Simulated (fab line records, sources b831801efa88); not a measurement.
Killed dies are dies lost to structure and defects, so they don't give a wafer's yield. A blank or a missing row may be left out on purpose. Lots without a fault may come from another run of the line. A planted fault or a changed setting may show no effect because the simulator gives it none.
Problem report in the 8D (eight disciplines) form, filled by code | flow sky130 | the parts of the form that need people (team, actions taken, sign-off) are left out

1. THE PROBLEM
spin_speed_rpm at SKY_LOCAL_INTERCONNECT_COAT_06 reads a mean of 2956.6 rpm on 6 wafers of 2 lots; wafers without a fault read 3000.1 rpm with a standard deviation of 1.9. That is -23 standard deviations from the usual mean.
The step: resist thk 450 nm.
First seen on wafer L916.4, day 36 06:00, on litho_track-01. The record holds 18 wafers of 6 lots with a number at this step. Rule for "out", or "out of limits": more than 4 standard deviations from the usual mean. The other wafers with a number count as sound.

2. WHAT IT IS AND WHAT IT IS NOT
question                    | is                     | is not
which readings at this step | spin_speed_rpm         | -
which lots                  | L916, L918             | L908, L910, L914, L919
which wafers of those lots  | all that have a number | -
read on which tools         | litho_track-01         | litho_track-03, litho_track-04
when                        | from day 36 06:00      | up to then (9 sound wafers); but 3 sound wafers of L919 came after

3. SUSPECTS, AND WHAT RULES EACH OUT
Counting: a tool at a process step up to the reading stays a suspect if it ran every lot that is out and no sound lot after the first of them.
- pvd_sputter-02 at SKY_LI_CONTACT_SPUTTER_19 (material Ti, target thk 20 nm, time 106.37 s): kept. It ran every lot that is out, first L916 (day 35 16:07), and no sound lot after that; its last sound lot up to then is L908 (day 33 13:36).
- pvd_sputter-02 at SKY_LI_CONTACT_SPUTTER_20 (material TiN, target thk 20 nm, time 80 s): kept. It ran every lot that is out, first L916 (day 35 16:12), and no sound lot after that; its last sound lot up to then is L908 (day 33 13:41).
- pvd_sputter-04 at SKY_LOCAL_INTERCONNECT_SPUTTER_00 (material TiN, target thk 100 nm, time 83.3 s): kept. It ran every lot that is out, first L916 (day 35 16:52), and no sound lot after that; its last sound lot up to then is L914 (day 35 06:53).
- litho_track-01 at SKY_LOCAL_INTERCONNECT_COAT_06 (resist thk 450 nm): kept. It ran every lot that is out, first L916 (day 36 06:00), and no sound lot after that; its last sound lot up to then is L908 (day 34 03:00). Its own readings are out on those wafers: spin_speed_rpm.
Left after counting: pvd_sputter-02 at SKY_LI_CONTACT_SPUTTER_19, pvd_sputter-02 at SKY_LI_CONTACT_SPUTTER_20, pvd_sputter-04 at SKY_LOCAL_INTERCONNECT_SPUTTER_00, litho_track-01 at SKY_LOCAL_INTERCONNECT_COAT_06.

4. THE CAUSE (what the simulator had put in)
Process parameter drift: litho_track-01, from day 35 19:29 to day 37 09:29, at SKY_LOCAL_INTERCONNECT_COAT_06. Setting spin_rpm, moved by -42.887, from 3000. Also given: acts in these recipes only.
Counting left 4 suspects, and this tool is among them.

5. THE CHAIN OF EFFECTS, in route order
Each row: a reading whose mean over the struck wafers that have a number lies more than 3 standard deviations from the usual. Only readings for which the record gives a usual standard deviation are gone through. hours: the time from each lot's start at the first step in this table that gives one to its start at this step, as a median over the lots. sigmas: the change in usual standard deviations.
hours | step                           | reading        | usual      | on struck wafers | change | sigmas
0     | SKY_LOCAL_INTERCONNECT_COAT_06 | spin_speed_rpm | 3000.1 rpm | 2956.6           | -43.5  | -23
The process steps in it:
- SKY_LOCAL_INTERCONNECT_COAT_06: resist thk 450 nm.
Later measuring or inspecting steps at which every struck wafer that the step has a row for has a number for every such reading, and none has moved that far: SKY_LOCAL_INTERCONNECT_CD_MEAS_11, SKY_LOCAL_INTERCONNECT_OVL_MEAS_12.

6. WHAT WOULD HAVE CAUGHT IT SOONER
In this record the first reading out of limits was taken at day 36 06:00, 11 hours after the fault began at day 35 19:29.
